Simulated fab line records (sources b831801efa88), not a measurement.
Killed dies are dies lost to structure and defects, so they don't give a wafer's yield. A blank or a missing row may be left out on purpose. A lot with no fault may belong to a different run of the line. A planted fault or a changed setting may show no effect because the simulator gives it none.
fab line records -- flow sky130
record: lots: 13, wafers: 38, lastDay: 50
route steps=708 shown VT_ADJUST_NCORE@127 VT_ADJUST_HVTR@139 VT_ADJUST_PCH@150 SONOS_TUNNEL@158 PAD_OPEN@708
lots with no fault: from the same line, run without faults
startH: start of the lot's first displayed wafer, in hours after the record's first day -- waitH: time in hours since the lot's previous step -- " the same as in the row above -- L1.1+2: several wafers, shown together as one row -- - no value present, or no start provided -- * or withheld: withheld -- < > ~ a bound
route shown NAME@n: a module of which the file shows steps, and the number in the route of the first -- usual: average and standard deviation across the fault-free wafers -- same: alike in all rows -- chamber/n: place in a boat -- sites: each site's reading -- _std_site: standard deviation of those values -- _edge_site: the outer-site mean with the inner-site mean subtracted -- radiusMm: for every site, how far away it sits from the centre of the wafer -- mask NAME#n: copy n -- behind: the most recent tool/chamber to have shaped the wafer -- hold: reason for holding the lot/hours on hold/outcome of the hold -- device: transistor that didn't switch, given as n, p or np -- end of line: the tests these same wafers got at the end of their route -- for a step that has no rows: nothing shown but its recipe -- killed: not the wafer's yield, but the dies lost to structure and defects at the first sort -- map: shows each die of a wafer: x if killed, . if not, _ if none is there
set.NAME: the run value of the setting; set.NAME@STEP: its run value at that earlier step -- model.NAME: the simulator's own value behind a step, which no gauge read
steps of the route over a sample of lots; a table a step, a row a wafer
services: when a tool's chamber went out of use (startH, in hours from the record's first day, below 0 if earlier), for how many hours, and the reason
== steps ==
step: SKY_VT_ADJUST_NCORE_OVL_MEAS_08
usual: VT_ADJUST_NCORE_OVL: -0.7/1.5
lot.wafer,tool,chamber,startH,waitH,VT_ADJUST_NCORE_OVL[nm]
L221.1,overlay-02,-,209.97,0.1,-1.1
L221.3,overlay-02,-,209.97,0.1,0.3
L221.6,overlay-02,-,209.97,0.1,0.3
L224.2,overlay-01,-,226.48,0.1,-1.6
L224.5,overlay-01,-,226.48,0.1,-1.2
L224.6,overlay-01,-,226.48,0.1,-1.3
L226.1,overlay-02,-,242.16,0.1,-3.3
L226.5,overlay-02,-,242.16,0.1,-0.3
L225.1,overlay-01,-,242.22,0.1,1.4
L225.4,overlay-01,-,242.22,0.1,-2.1
L225.5,overlay-01,-,242.22,0.1,0.4
L228.1,overlay-02,-,254.57,0.1,-0.7
L228.3,overlay-02,-,254.57,0.1,-1.2
L228.6,overlay-02,-,254.57,0.1,1.4
L234.1,overlay-01,-,274.76,0.1,-2.3
L234.2,overlay-01,-,274.76,0.1,-2.8
L234.3,overlay-01,-,274.76,0.1,-3.3
L233.1,overlay-01,-,276.01,0.1,1.2
L233.2,overlay-01,-,276.01,0.1,-0.1
L233.6,overlay-01,-,276.01,0.1,-0.9
L237.2,overlay-01,-,298.17,0.1,-1.1
L237.4,overlay-01,-,298.17,0.1,-1.3
L237.5,overlay-01,-,298.17,0.1,-3.2
L238.3,overlay-02,-,308.53,0.1,-0.4
L238.4,overlay-02,-,308.53,0.1,-2.5
L238.6,overlay-02,-,308.53,0.1,1.3
L239.1,overlay-02,-,314.41,0.1,-0.2
L239.4,overlay-02,-,314.41,0.1,-1.2
L239.5,overlay-02,-,314.41,0.1,-1.4
L242.1,overlay-02,-,330.46,0.1,-0.5
L242.3,overlay-02,-,330.46,0.1,-0.9
L242.5,overlay-02,-,330.46,0.1,-1.0
L243.1,overlay-01,-,339.42,0.1,-3.0
L243.2,overlay-01,-,339.42,0.1,-1.6
L243.6,overlay-01,-,339.42,0.1,-1.5
L244.1,overlay-02,-,347.42,0.1,-2.1
L244.2,overlay-02,-,347.42,0.1,-3.3
L244.6,overlay-02,-,347.42,0.1,-0.7
step: SKY_VT_ADJUST_HVTR_OVL_MEAS_08
usual: VT_ADJUST_HVTR_OVL: 0.6/1.5
lot.wafer,tool,chamber,startH,waitH,VT_ADJUST_HVTR_OVL[nm]
L221.1,overlay-01,-,232.37,0.1,-0.2
L221.3,overlay-01,-,232.37,0.1,-1.0
L221.6,overlay-01,-,232.37,0.1,0.9
L224.2,overlay-02,-,249.82,0.1,2.8
L224.5,overlay-02,-,249.82,0.1,1.5
L224.6,overlay-02,-,249.82,0.1,2.4
L226.1,overlay-02,-,265.26,0.1,-0.2
L226.5,overlay-02,-,265.26,0.1,1.2
L225.1,overlay-01,-,265.86,0.1,1.8
L225.4,overlay-01,-,265.86,0.1,4.0
L225.5,overlay-01,-,265.86,0.1,3.1
L228.1,overlay-02,-,278.51,0.1,-1.6
L228.3,overlay-02,-,278.51,0.1,-0.4
L228.6,overlay-02,-,278.51,0.1,-1.7
L234.1,overlay-01,-,300.36,0.1,1.9
L234.2,overlay-01,-,300.36,0.1,-1.5
L234.3,overlay-01,-,300.36,0.1,-0.8
L233.1,overlay-01,-,301.62,0.1,-0.5
L233.2,overlay-01,-,301.62,0.1,1.4
L233.6,overlay-01,-,301.62,0.1,0.2
L237.2,overlay-01,-,324.47,0.1,1.8
L237.4,overlay-01,-,324.47,0.1,-1.1
L237.5,overlay-01,-,324.47,0.1,1.6
L238.3,overlay-01,-,335.33,0.1,-2.8
L238.4,overlay-01,-,335.33,0.1,-1.1
L238.6,overlay-01,-,335.33,0.1,-0.5
L239.1,overlay-01,-,340.61,0.1,1.0
L239.4,overlay-01,-,340.61,0.1,1.6
L239.5,overlay-01,-,340.61,0.1,2.1
L242.1,overlay-01,-,357.97,0.1,-0.8
L242.3,overlay-01,-,357.97,0.1,1.0
L242.5,overlay-01,-,357.97,0.1,1.0
L243.1,overlay-02,-,367.81,0.1,0.4
L243.2,overlay-02,-,367.81,0.1,-0.6
L243.6,overlay-02,-,367.81,0.1,1.2
L244.1,overlay-01,-,375.57,0.1,-1.1
L244.2,overlay-01,-,375.57,0.1,1.3
L244.6,overlay-01,-,375.57,0.1,-1.8
step: SKY_VT_ADJUST_PCH_OVL_MEAS_07
usual: VT_ADJUST_PCH_OVL: 0.8/1.2
lot.wafer,tool,chamber,startH,waitH,VT_ADJUST_PCH_OVL[nm]
L221.1,overlay-01,-,254.80,-,0.5
L221.3,overlay-01,-,254.80,-,2.3
L221.6,overlay-01,-,254.80,-,-0.1
L224.2,overlay-01,-,274.41,-,-0.6
L224.5,overlay-01,-,274.41,-,0.9
L224.6,overlay-01,-,274.41,-,2.4
L226.1,overlay-01,-,290.70,-,1.7
L226.5,overlay-01,-,290.70,-,1.7
L225.1,overlay-02,-,291.04,-,0.9
L225.4,overlay-02,-,291.04,-,0.8
L225.5,overlay-02,-,291.04,-,1.5
L228.1,overlay-01,-,304.19,-,-0.2
L228.3,overlay-01,-,304.19,-,-0.2
L228.6,overlay-01,-,304.19,-,-1.4
L234.1,overlay-02,-,326.80,-,0.9
L234.2,overlay-02,-,326.80,-,-0.6
L234.3,overlay-02,-,326.80,-,1.6
L233.1,overlay-01,-,328.05,-,2.1
L233.2,overlay-01,-,328.05,-,0.5
L233.6,overlay-01,-,328.05,-,0.5
L237.2,overlay-01,-,351.80,-,1.9
L237.4,overlay-01,-,351.80,-,1.0
L237.5,overlay-01,-,351.80,-,0.9
L238.3,overlay-02,-,362.86,-,-2.1
L238.4,overlay-02,-,362.86,-,0.4
L238.6,overlay-02,-,362.86,-,0.7
L239.1,overlay-01,-,368.60,-,1.4
L239.4,overlay-01,-,368.60,-,1.8
L239.5,overlay-01,-,368.60,-,-0.9
L242.1,overlay-02,-,386.19,-,1.9
L242.3,overlay-02,-,386.19,-,2.4
L242.5,overlay-02,-,386.19,-,2.8
L243.1,overlay-01,-,396.74,-,-1.5
L243.2,overlay-01,-,396.74,-,-1.6
L243.6,overlay-01,-,396.74,-,-0.7
L244.1,overlay-02,-,405.04,-,1.0
L244.2,overlay-02,-,405.04,-,2.4
L244.6,overlay-02,-,405.04,-,2.0
step: SKY_SONOS_TUNNEL_EXPOSE_04
recipe: maskId: TUNM, na: 0.6, sourceShape: conventional, sigmaOuter: 0.6, polarization: unpolarized, targetCdNm: 410, doseMj: 136
usual: reticleTempC: 23.03/0.11
lot.wafer,tool,chamber,startH,waitH,mask,reticleTempC
L221.1,ilineStepper-02,0,268.08,-,TUNM#0,23.10
L221.3,ilineStepper-02,0,268.08,-,TUNM#0,23.03
L221.6,ilineStepper-02,0,268.08,-,TUNM#0,23.23
L224.2,ilineStepper-02,0,287.17,-,TUNM#0,22.81
L224.5,ilineStepper-02,0,287.17,-,TUNM#0,22.83
L224.6,ilineStepper-02,0,287.17,-,TUNM#0,23.06
L226.1,ilineStepper-02,0,303.28,-,TUNM#0,22.90
L226.5,ilineStepper-02,0,303.28,-,TUNM#0,23.07
L225.1,ilineStepper-02,0,303.40,-,TUNM#0,23.16
L225.4,ilineStepper-02,0,303.40,-,TUNM#0,23.08
L225.5,ilineStepper-02,0,303.40,-,TUNM#0,23.17
L228.1,ilineStepper-02,0,317.97,-,TUNM#0,23.05
L228.3,ilineStepper-02,0,317.97,-,TUNM#0,22.81
L228.6,ilineStepper-02,0,317.97,-,TUNM#0,22.91
L234.1,ilineStepper-01,0,340.50,-,TUNM#0,22.98
L234.2,ilineStepper-01,0,340.50,-,TUNM#0,23.10
L234.3,ilineStepper-01,0,340.50,-,TUNM#0,22.85
L233.1,ilineStepper-01,0,341.90,-,TUNM#0,23.16
L233.2,ilineStepper-01,0,341.90,-,TUNM#0,23.15
L233.6,ilineStepper-01,0,341.90,-,TUNM#0,23.22
L237.2,ilineStepper-01,0,365.78,-,TUNM#0,23.00
L237.4,ilineStepper-01,0,365.78,-,TUNM#0,23.00
L237.5,ilineStepper-01,0,365.78,-,TUNM#0,22.97
L238.3,ilineStepper-01,0,377.43,-,TUNM#0,22.91
L238.4,ilineStepper-01,0,377.43,-,TUNM#0,23.09
L238.6,ilineStepper-01,0,377.43,-,TUNM#0,22.92
L239.1,ilineStepper-02,0,383.53,-,TUNM#0,22.96
L239.4,ilineStepper-02,0,383.53,-,TUNM#0,23.08
L239.5,ilineStepper-02,0,383.53,-,TUNM#0,23.01
L242.1,ilineStepper-01,0,400.50,-,TUNM#0,22.87
L242.3,ilineStepper-01,0,400.50,-,TUNM#0,22.90
L242.5,ilineStepper-01,0,400.50,-,TUNM#0,22.94
L243.1,ilineStepper-02,0,411.63,-,TUNM#0,22.88
L243.2,ilineStepper-02,0,411.63,-,TUNM#0,23.00
L243.6,ilineStepper-02,0,411.63,-,TUNM#0,22.97
L244.1,ilineStepper-01,0,419.23,-,TUNM#0,23.19
L244.2,ilineStepper-01,0,419.23,-,TUNM#0,23.10
L244.6,ilineStepper-01,0,419.23,-,TUNM#0,23.17
step: SKY_SONOS_TUNNEL_CD_MEAS_07
recipe: targetCdNm: 410
usual: cdNm: 409.6/1.8
lot.wafer,tool,chamber,startH,waitH,cdNm
L221.1,cdSem-01,-,278.75,0.1,409.9
L221.3,cdSem-01,-,278.75,0.1,412.3
L221.6,cdSem-01,-,278.75,0.1,411.2
L224.2,cdSem-02,-,299.57,0.1,405.6
L224.5,cdSem-02,-,299.57,0.1,406.7
L224.6,cdSem-02,-,299.57,0.1,406.5
L226.1,cdSem-01,-,316.40,0.1,423.6
L226.5,cdSem-01,-,316.40,0.1,410.0
L225.1,cdSem-02,-,316.65,0.1,424.8
L225.4,cdSem-02,-,316.65,0.1,410.5
L225.5,cdSem-02,-,316.65,0.1,410.7
L228.1,cdSem-01,-,330.65,0.1,420.4
L228.3,cdSem-01,-,330.65,0.1,422.7
L228.6,cdSem-01,-,330.65,0.1,409.2
L234.1,cdSem-01,-,354.61,0.1,406.7
L234.2,cdSem-01,-,354.61,0.1,410.9
L234.3,cdSem-01,-,354.61,0.1,408.1
L233.1,cdSem-01,-,355.50,0.1,408.5
L233.2,cdSem-01,-,355.50,0.1,405.6
L233.6,cdSem-01,-,355.50,0.1,407.6
L237.2,cdSem-02,-,379.92,0.1,408.8
L237.4,cdSem-02,-,379.92,0.1,409.5
L237.5,cdSem-02,-,379.92,0.1,408.1
L238.3,cdSem-02,-,391.69,0.1,409.0
L238.4,cdSem-02,-,391.69,0.1,409.1
L238.6,cdSem-02,-,391.69,0.1,409.7
L239.1,cdSem-02,-,397.10,0.1,409.4
L239.4,cdSem-02,-,397.10,0.1,409.4
L239.5,cdSem-02,-,397.10,0.1,408.6
L242.1,cdSem-02,-,414.85,0.1,413.2
L242.3,cdSem-02,-,414.85,0.1,413.4
L242.5,cdSem-02,-,414.85,0.1,413.4
L243.1,cdSem-01,-,424.64,0.1,409.0
L243.2,cdSem-01,-,424.64,0.1,409.3
L243.6,cdSem-01,-,424.64,0.1,410.4
L244.1,cdSem-02,-,433.60,0.1,411.4
L244.2,cdSem-02,-,433.60,0.1,409.7
L244.6,cdSem-02,-,433.60,0.1,409.9
step: SKY_PAD_OPEN_PROBE_99
usual: killed_at_M0_to_M3: 44/6.9, killed_at_M4_up: 3.3/1.7, killedAtContacts: 24/5.5, killedAtFrontEnd: 16/4.5, killedAtOther: 0.2/0.46, killedDies: 87/9.1, killedOpen: 48/7.3, killedShort: 39/6.2
same: grossDies: 492, killedAtBackSide: 0
lot.wafer,tool,chamber,startH,waitH,killed_at_M0_to_M3,killed_at_M4_up,killedAtContacts,killedAtFrontEnd,killedAtOther,killedDies,killedOpen,killedShort
L221.1,prober-01,-,1097.86,0.1,38,0,26,16,0,80,45,34
L221.3,prober-01,-,1097.96,0.2,52,4,25,21,1,103,62,40
L221.6,prober-01,-,1098.11,0.2,43,1,25,17,0,86,50,33
L224.2,prober-01,-,1114.64,0.1,38,3,29,8,0,78,48,30
L224.5,prober-01,-,1114.79,0.2,48,4,20,18,1,91,47,44
L224.6,prober-01,-,1114.84,0.2,40,3,19,15,0,77,37,39
L226.1,prober-01,-,1118.37,0.1,47,2,16,20,0,85,54,31
L226.5,prober-01,-,1118.57,0.2,44,1,31,19,0,95,46,49
L225.1,prober-02,-,1126.41,0.1,47,0,29,19,0,95,37,58
L225.4,prober-02,-,1126.56,0.2,52,2,15,22,0,91,48,42
L225.5,prober-02,-,1126.61,0.2,43,1,30,20,0,94,49,45
L228.1,prober-01,-,1140.16,0.1,33,1,15,24,0,73,49,24
L228.3,prober-01,-,1140.26,0.2,36,4,22,13,0,75,36,38
L228.6,prober-01,-,1140.41,0.2,41,2,26,18,0,87,53,34
L234.1,prober-01,-,1163.22,0.1,48,2,23,26,0,99,57,42
L234.2,prober-01,-,1163.27,0.1,36,8,20,14,0,78,43,35
L234.3,prober-01,-,1163.32,0.2,49,2,19,17,0,87,54,33
L233.1,prober-02,-,1169.93,0.1,40,2,23,17,0,82,44,38
L233.2,prober-02,-,1169.98,0.1,57,0,23,15,1,96,61,35
L233.6,prober-02,-,1170.18,0.2,50,3,21,18,0,92,48,44
L237.2,prober-01,-,1176.51,0.1,58,6,25,19,0,108,57,51
L237.4,prober-01,-,1176.61,0.2,41,1,20,8,0,70,42,28
L237.5,prober-01,-,1176.66,0.2,44,3,21,19,0,87,45,42
L238.3,prober-02,-,1179.51,0.2,53,4,29,11,0,97,60,37
L238.4,prober-02,-,1179.56,0.2,47,1,22,21,2,93,45,48
L238.6,prober-02,-,1179.66,0.2,42,1,26,16,0,85,49,36
L239.1,prober-01,-,1180.42,0.1,38,3,28,18,0,87,40,47
L239.4,prober-01,-,1180.57,0.2,41,4,29,17,0,91,52,39
L239.5,prober-01,-,1180.62,0.2,63,5,26,15,0,109,56,53
L242.1,prober-02,-,1195.77,0.1,44,5,13,14,0,76,44,31
L242.3,prober-02,-,1195.87,0.2,39,4,28,9,0,80,45,35
L242.5,prober-02,-,1195.97,0.2,41,3,19,19,0,82,52,30
L243.1,prober-01,-,1197.10,0.1,39,2,27,15,0,83,43,40
L243.2,prober-01,-,1197.15,0.1,52,2,15,14,0,83,42,41
L243.6,prober-01,-,1197.35,0.2,40,2,20,14,1,77,37,40
L244.1,prober-02,-,1200.02,0.1,39,5,19,9,0,72,51,21
L244.2,prober-02,-,1200.07,0.1,66,4,22,13,0,105,61,44
L244.6,prober-02,-,1200.27,0.2,36,3,20,9,0,68,43,25
killed by level:class
L221.1 LI_CONTACT:geometricParticle:open=10 METAL1:geometricParticle:short=9 CONTACT:geometricParticle:open=8 VIA2:geometricParticle:open=7 VIA1:geometricParticle:short=5 VIA1:geometricParticle:open=5 LOCAL_INTERCONNECT:geometricParticle:short=4 VIA2:geometricParticle:short=4
L221.3 VIA1:geometricParticle:open=13 CONTACT:geometricParticle:open=10 VIA3:geometricParticle:open=9 LI_CONTACT:geometricParticle:open=7 VIA1:geometricParticle:short=7 METAL2:geometricParticle:short=6 FIELD_ISO:geometricParticle:open=5 CONTACT:geometricParticle:short=4
L221.6 VIA1:geometricParticle:open=14 CONTACT:geometricParticle:open=10 LI_CONTACT:geometricParticle:open=6 LOCAL_INTERCONNECT:geometricParticle:short=5 METAL1:geometricParticle:short=5 VIA2:geometricParticle:short=5 FIELD_ISO:geometricParticle:short=4 VIA3:geometricParticle:open=4
L224.2 VIA1:geometricParticle:open=13 LI_CONTACT:geometricParticle:open=11 CONTACT:geometricParticle:open=10 LOCAL_INTERCONNECT:geometricParticle:short=5 VIA2:geometricParticle:open=4 METAL2:geometricParticle:short=4 METAL1:geometricParticle:short=3 VIA1:geometricParticle:short=3
L224.5 VIA1:geometricParticle:open=9 VIA3:geometricParticle:open=9 METAL1:geometricParticle:short=7 LI_CONTACT:geometricParticle:open=6 FIELD_ISO:geometricParticle:short=5 POLY_GATE:geometricParticle:open=5 LOCAL_INTERCONNECT:geometricParticle:short=5 CONTACT:geometricParticle:short=5
L224.6 VIA1:geometricParticle:open=9 FIELD_ISO:geometricParticle:short=6 METAL2:geometricParticle:short=6 CONTACT:geometricParticle:open=6 LI_CONTACT:geometricParticle:open=5 VIA2:geometricParticle:open=5 METAL3:geometricParticle:short=5 VIA3:geometricParticle:open=5
L226.1 VIA1:geometricParticle:open=14 VIA3:geometricParticle:open=9 VIA2:geometricParticle:open=8 FIELD_ISO:geometricParticle:open=6 METAL1:geometricParticle:short=6 FIELD_ISO:geometricParticle:short=5 POLY_GATE:geometricParticle:open=4 LI_CONTACT:geometricParticle:open=4
L226.5 CONTACT:geometricParticle:open=11 LI_CONTACT:geometricParticle:open=8 FIELD_ISO:geometricParticle:short=7 VIA3:geometricParticle:short=7 VIA1:geometricParticle:short=7 CONTACT:geometricParticle:short=6 VIA2:geometricParticle:open=6 VIA3:geometricParticle:open=6
L225.1 METAL2:geometricParticle:short=8 VIA3:geometricParticle:short=8 FIELD_ISO:geometricParticle:short=7 CONTACT:geometricParticle:short=7 CONTACT:geometricParticle:open=7 VIA1:geometricParticle:open=7 LI_CONTACT:geometricParticle:open=6 VIA2:geometricParticle:open=6
L225.4 VIA1:geometricParticle:open=16 FIELD_ISO:geometricParticle:short=7 CONTACT:geometricParticle:open=7 METAL1:geometricParticle:short=7 VIA1:geometricParticle:short=6 FIELD_ISO:geometricParticle:open=4 POLY_GATE:geometricParticle:short=4 POLY_GATE:geometricParticle:open=4
L225.5 CONTACT:geometricParticle:open=11 METAL2:geometricParticle:short=8 VIA1:geometricParticle:open=8 VIA3:geometricParticle:open=8 CONTACT:geometricParticle:short=7 POLY_GATE:geometricParticle:short=6 LOCAL_INTERCONNECT:geometricParticle:short=6 VIA2:geometricParticle:open=6
L228.1 VIA1:geometricParticle:open=12 POLY_GATE:geometricParticle:open=9 FIELD_ISO:geometricParticle:open=8 CONTACT:geometricParticle:open=6 VIA3:geometricParticle:open=5 VIA1:geometricParticle:short=4 POLY_GATE:geometricParticle:short=3 LI_CONTACT:geometricParticle:open=3
L228.3 CONTACT:geometricParticle:open=8 METAL1:geometricParticle:short=7 VIA3:geometricParticle:open=6 CONTACT:geometricParticle:short=5 VIA1:geometricParticle:open=5 SPACER:geometricParticle:open=4 METAL2:geometricParticle:short=4 METAL4:geometricParticle:short=4
L228.6 VIA1:geometricParticle:open=16 CONTACT:geometricParticle:open=13 FIELD_ISO:geometricParticle:open=7 VIA3:geometricParticle:open=7 CONTACT:geometricParticle:short=5 FIELD_ISO:geometricParticle:short=4 LOCAL_INTERCONNECT:geometricParticle:short=4 METAL2:geometricParticle:short=4
L234.1 VIA1:geometricParticle:open=13 POLY_GATE:geometricParticle:short=9 CONTACT:geometricParticle:open=8 FIELD_ISO:geometricParticle:open=7 VIA2:geometricParticle:open=7 CONTACT:geometricParticle:short=6 METAL3:geometricParticle:short=6 VIA1:geometricParticle:short=5
L234.2 VIA1:geometricParticle:open=11 LI_CONTACT:geometricParticle:open=8 CONTACT:geometricParticle:open=8 POLY_GATE:geometricParticle:short=5 FIELD_ISO:geometricParticle:short=4 FIELD_ISO:geometricParticle:open=4 VIA3:geometricParticle:open=4 METAL2:geometricParticle:short=4
L234.3 VIA2:geometricParticle:open=11 VIA1:geometricParticle:open=10 VIA3:geometricParticle:open=9 POLY_GATE:geometricParticle:short=7 VIA3:geometricParticle:short=6 FIELD_ISO:geometricParticle:open=5 CONTACT:geometricParticle:open=5 LI_CONTACT:geometricParticle:open=4
L233.1 CONTACT:geometricParticle:open=10 VIA3:geometricParticle:open=7 VIA1:geometricParticle:open=6 METAL3:geometricParticle:short=6 FIELD_ISO:geometricParticle:open=5 VIA1:geometricParticle:short=5 FIELD_ISO:geometricParticle:short=4 LI_CONTACT:geometricParticle:open=4
L233.2 VIA2:geometricParticle:open=13 LI_CONTACT:geometricParticle:open=11 CONTACT:geometricParticle:open=9 VIA3:geometricParticle:open=9 METAL1:geometricParticle:short=8 METAL2:geometricParticle:short=8 VIA1:geometricParticle:open=7 POLY_GATE:geometricParticle:open=5
L233.6 VIA1:geometricParticle:open=11 VIA3:geometricParticle:open=9 CONTACT:geometricParticle:open=7 VIA2:geometricParticle:open=7 VIA2:geometricParticle:short=6 POLY_GATE:geometricParticle:short=5 LOCAL_INTERCONNECT:geometricParticle:short=5 METAL2:geometricParticle:short=5
L237.2 VIA1:geometricParticle:open=12 CONTACT:geometricParticle:open=11 VIA1:geometricParticle:short=11 VIA2:geometricParticle:open=7 FIELD_ISO:geometricParticle:open=6 METAL1:geometricParticle:short=6 METAL4:geometricParticle:short=6 VIA3:geometricParticle:open=6
L237.4 CONTACT:geometricParticle:open=10 VIA1:geometricParticle:open=10 METAL1:geometricParticle:short=6 VIA3:geometricParticle:open=5 METAL2:geometricParticle:short=4 VIA2:geometricParticle:open=4 POLY_GATE:geometricParticle:open=3 LI_CONTACT:geometricParticle:open=3
L237.5 CONTACT:geometricParticle:open=11 VIA1:geometricParticle:open=9 POLY_GATE:geometricParticle:short=8 METAL1:geometricParticle:short=8 VIA2:geometricParticle:open=7 VIA1:geometricParticle:short=5 METAL2:geometricParticle:short=4 FIELD_ISO:geometricParticle:open=3
L238.3 VIA2:geometricParticle:open=13 CONTACT:geometricParticle:open=13 VIA3:geometricParticle:open=12 VIA1:geometricParticle:open=9 METAL1:geometricParticle:short=6 FIELD_ISO:geometricParticle:short=5 LI_CONTACT:geometricParticle:open=5 LI_CONTACT:geometricParticle:short=4
L238.4 VIA1:geometricParticle:open=9 VIA2:geometricParticle:open=9 FIELD_ISO:geometricParticle:short=7 METAL2:geometricParticle:short=7 METAL1:geometricParticle:short=6 CONTACT:geometricParticle:open=6 CONTACT:geometricParticle:short=6 FIELD_ISO:geometricParticle:open=5
L238.6 CONTACT:geometricParticle:open=13 VIA1:geometricParticle:open=10 VIA2:geometricParticle:open=8 CONTACT:geometricParticle:short=7 METAL2:geometricParticle:short=6 FIELD_ISO:geometricParticle:open=5 VIA3:geometricParticle:short=4 VIA3:geometricParticle:open=4
L239.1 CONTACT:geometricParticle:open=13 METAL1:geometricParticle:short=10 CONTACT:geometricParticle:short=8 VIA3:geometricParticle:open=6 LOCAL_INTERCONNECT:geometricParticle:short=5 FIELD_ISO:geometricParticle:open=4 POLY_GATE:geometricParticle:short=4 VIA3:geometricParticle:short=4
L239.4 LI_CONTACT:geometricParticle:open=11 VIA1:geometricParticle:open=10 CONTACT:geometricParticle:open=8 FIELD_ISO:geometricParticle:open=6 METAL1:geometricParticle:short=6 LOCAL_INTERCONNECT:geometricParticle:short=5 METAL2:geometricParticle:short=5 VIA2:geometricParticle:open=5
L239.5 VIA1:geometricParticle:open=16 METAL1:geometricParticle:short=12 CONTACT:geometricParticle:open=9 VIA2:geometricParticle:open=9 METAL3:geometricParticle:short=6 LI_CONTACT:geometricParticle:open=6 CONTACT:geometricParticle:short=6 FIELD_ISO:geometricParticle:open=5
L242.1 VIA1:geometricParticle:open=12 VIA2:geometricParticle:open=7 LI_CONTACT:geometricParticle:open=6 VIA3:geometricParticle:open=6 VIA3:geometricParticle:short=5 FIELD_ISO:geometricParticle:open=4 VIA2:geometricParticle:short=4 POLY_CUT:geometricParticle:open=3
L242.3 VIA1:geometricParticle:open=13 LI_CONTACT:geometricParticle:open=11 LI_CONTACT:geometricParticle:short=6 CONTACT:geometricParticle:open=5 CONTACT:geometricParticle:short=5 METAL1:geometricParticle:short=5 METAL2:geometricParticle:short=5 FIELD_ISO:geometricParticle:open=4
L242.5 VIA1:geometricParticle:open=11 VIA3:geometricParticle:open=10 FIELD_ISO:geometricParticle:open=7 CONTACT:geometricParticle:open=7 VIA1:geometricParticle:short=7 POLY_GATE:geometricParticle:open=5 LI_CONTACT:geometricParticle:open=5 FIELD_ISO:geometricParticle:short=3
L243.1 VIA1:geometricParticle:open=9 VIA3:geometricParticle:open=8 LOCAL_INTERCONNECT:geometricParticle:short=7 LI_CONTACT:geometricParticle:open=6 CONTACT:geometricParticle:short=6 POLY_GATE:geometricParticle:open=5 CONTACT:geometricParticle:open=5 VIA1:geometricParticle:short=5
L243.2 VIA2:geometricParticle:open=9 VIA1:geometricParticle:open=9 VIA3:geometricParticle:open=9 METAL2:geometricParticle:short=7 METAL1:geometricParticle:short=7 CONTACT:geometricParticle:open=6 VIA1:geometricParticle:short=5 POLY_GATE:geometricParticle:short=4
L243.6 METAL2:geometricParticle:short=9 VIA1:geometricParticle:open=8 CONTACT:geometricParticle:short=6 LI_CONTACT:geometricParticle:open=5 FIELD_ISO:geometricParticle:short=4 FIELD_ISO:geometricParticle:open=4 LOCAL_INTERCONNECT:geometricParticle:short=4 CONTACT:geometricParticle:open=4
L244.1 CONTACT:geometricParticle:open=10 VIA3:geometricParticle:open=8 VIA2:geometricParticle:open=6 METAL2:geometricParticle:short=5 METAL2:geometricParticle:open=5 LI_CONTACT:geometricParticle:open=4 POLY_GATE:geometricParticle:open=3 METAL1:geometricParticle:short=3
L244.2 VIA1:geometricParticle:open=18 VIA3:geometricParticle:open=10 METAL1:geometricParticle:short=9 LI_CONTACT:geometricParticle:open=7 VIA2:geometricParticle:open=7 CONTACT:geometricParticle:open=6 LOCAL_INTERCONNECT:geometricParticle:short=5 VIA3:geometricParticle:short=5
L244.6 VIA1:geometricParticle:open=10 CONTACT:geometricParticle:open=8 LI_CONTACT:geometricParticle:open=7 VIA2:geometricParticle:open=7 METAL1:geometricParticle:short=4 CONTACT:geometricParticle:short=3 VIA1:geometricParticle:short=3 METAL2:geometricParticle:short=3
== services ==
tool,chamber,startH,hours,kind
ilineStepper-02,-,247.30,1.7,pm
ilineStepper-01,-,270.04,2.1,pm
ilineStepper-01,-,272.13,-,consumableReplace:lamp
ilineStepper-02,0,279.03,-,calibration
ilineStepper-02,-,356.40,8.9,pm
ilineStepper-02,-,365.38,2.1,pm
ilineStepper-02,-,367.46,-,consumableReplace:lamp
ilineStepper-01,0,387.52,-,calibration
ilineStepper-02,-,402.34,4.4,pm
ilineStepper-01,-,406.79,1.7,pm
== key ==
firstSign: step: SKY_SONOS_TUNNEL_CD_MEAS_07, reading: cdNm, direction: up, sigmas: 7.3, usual: 409.6, struck: 422.9
effect none on later readings
metAt SKY_SONOS_TUNNEL_EXPOSE_04
struckLots L225,L226,L228
struckWafers L225.1,L226.1,L228.1,L228.3
testerLeftOut L225,L226,L228
notActingAt SKY_VT_ADJUST_NCORE_OVL_MEAS_08,SKY_VT_ADJUST_HVTR_OVL_MEAS_08,SKY_VT_ADJUST_PCH_OVL_MEAS_07
onsetBetween 287.17 303.28
fault: kind: processParameterDrift, tool: ilineStepper-02, chamber: -, onsetH: 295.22, steps: SKY_SONOS_TUNNEL_EXPOSE_04, channel: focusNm, offset: 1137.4, shape: step, endH: 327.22, scope: struckWafersOnly
testerLeftOut: of these lots the tester's yield and bins aren't shown, on N5 and GAA mostly nor the transistor test; their killed dies are dies lost to structure and defects alone, not to doping, threshold or leakage, so they don't give the yield
